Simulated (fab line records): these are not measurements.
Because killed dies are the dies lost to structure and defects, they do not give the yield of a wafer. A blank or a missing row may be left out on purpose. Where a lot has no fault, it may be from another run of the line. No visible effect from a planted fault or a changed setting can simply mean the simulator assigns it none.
A lot that was struck, set against a sound lot + flow sky130 + 15 out of 708 route steps
Sound: the wafers L744.3, L744.4, L744.6. Wafers L746.2, L746.4, L746.6 were the ones struck. Last of all comes the cause.
Per side, at each step with rows, come the tool, then ch with its chambers, and then its first start. Under that, the readings that differ: sound wafers + struck wafers + difference of the means + sigmas: that difference in standard deviations of wafers without a fault.
alike: same words and numbers on both sides, and readings whose means sit less than 2 such deviations apart. not compared: any withheld reading, any reading some wafer has no value for, any bound like >300 that may hide the same value, and any number with overlapping values for which the record gives no deviation.
Wherever a step has rows on one side only, a row that says differs or no value, or a row with sigmas, the two part there. Non-overlapping numbers with no deviation appear without sigmas and do not part them. A reading that every wafer of one side lacks parts them only if that side has two wafers or more.

first, 9 steps without rows for these wafers: SKY_CAP2M_CLEAN_17 (cleans in O3/DIW); SKY_METAL4_DEHYDRATE_05 (time 60 s); SKY_METAL4_HMDS_06 (prime time 60 s); SKY_METAL4_COAT_07 (resist thk 60 nm); SKY_METAL4_COAT_08 (resist thk 1140 nm); SKY_METAL4_SOFTBAKE_09 (time 90 s); SKY_METAL4_EXPOSE_10 (exposes mask MM4, target cd 300 nm); SKY_METAL4_PEB_11; SKY_METAL4_DEVELOP_12 (develop time 60 s).
SKY_METAL4_CD_MEAS_13 targets a cd of 300 nm.
  sound: cdSem-02 at day 43 19:54; struck: cdSem-01 at day 45 03:11
  alike: cdNm
SKY_METAL4_OVL_MEAS_14:
  sound: overlay-01 at day 43 19:59; struck: overlay-01 at day 45 03:17
  alike: METAL4_OVL
SKY_METAL4_DESCUM_15: chemistry O2, time 8 s.
  sound on rieMetal-02 ch 0,1, day 43 20:01; struck on rieMetal-02 ch 1, day 45 03:19
  alike: drypumpMotorCurrentA, oesProductAu
  not compared: rfHoursCounterH
SKY_METAL4_ETCH_16: etches BARC in N2/H2, stops on SiO2, time 88.2 s, target depth 60 nm.
  sound on rieMetal-02 ch 0,1, day 43 20:05; struck on rieMetal-02 ch 1, day 45 03:20
| reading   | sound               | struck               | difference | sigmas |
|-----------|---------------------|----------------------|------------|--------|
| biasW (W) | 100.58 99.88 100.08 | 102.81 102.79 102.91 | +2.66      | +9     |
  alike: drypumpMotorCurrentA, oesProductAu, throttleValvePct
  not compared: rfHoursCounterH
SKY_METAL4_ETCH_17: etches SiO2 in C4F8/O2/Ar, stops on TiN, time 3.9 s, target depth 15 nm.
  sound on rieDiel-04 ch 0,1,3, day 43 20:08; struck on rieDiel-02 ch 1,2,3, day 45 03:26
  alike: biasW, oesProductAu
  not compared: rfHoursCounterH
-- the record jumps here: 4 days lie between the struck wafers' starts before and after (it left off in module METAL4 and takes up again in module PAD_OPEN, whose first step shown is number 708 of the route) --
SKY_PAD_OPEN_PROBE_99:
  the record has rows for the struck wafers here (prober-02, day 48 17:19) and none for the sound ones

WHERE THEY PART
At SKY_METAL4_ETCH_16 first; at SKY_PAD_OPEN_PROBE_99 last (within this record only).

WHY: the cause the simulator had injected
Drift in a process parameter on rieMetal-02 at SKY_METAL4_ETCH_16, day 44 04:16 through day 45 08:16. A move of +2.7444 in setting biasW, from 100. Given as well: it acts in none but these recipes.
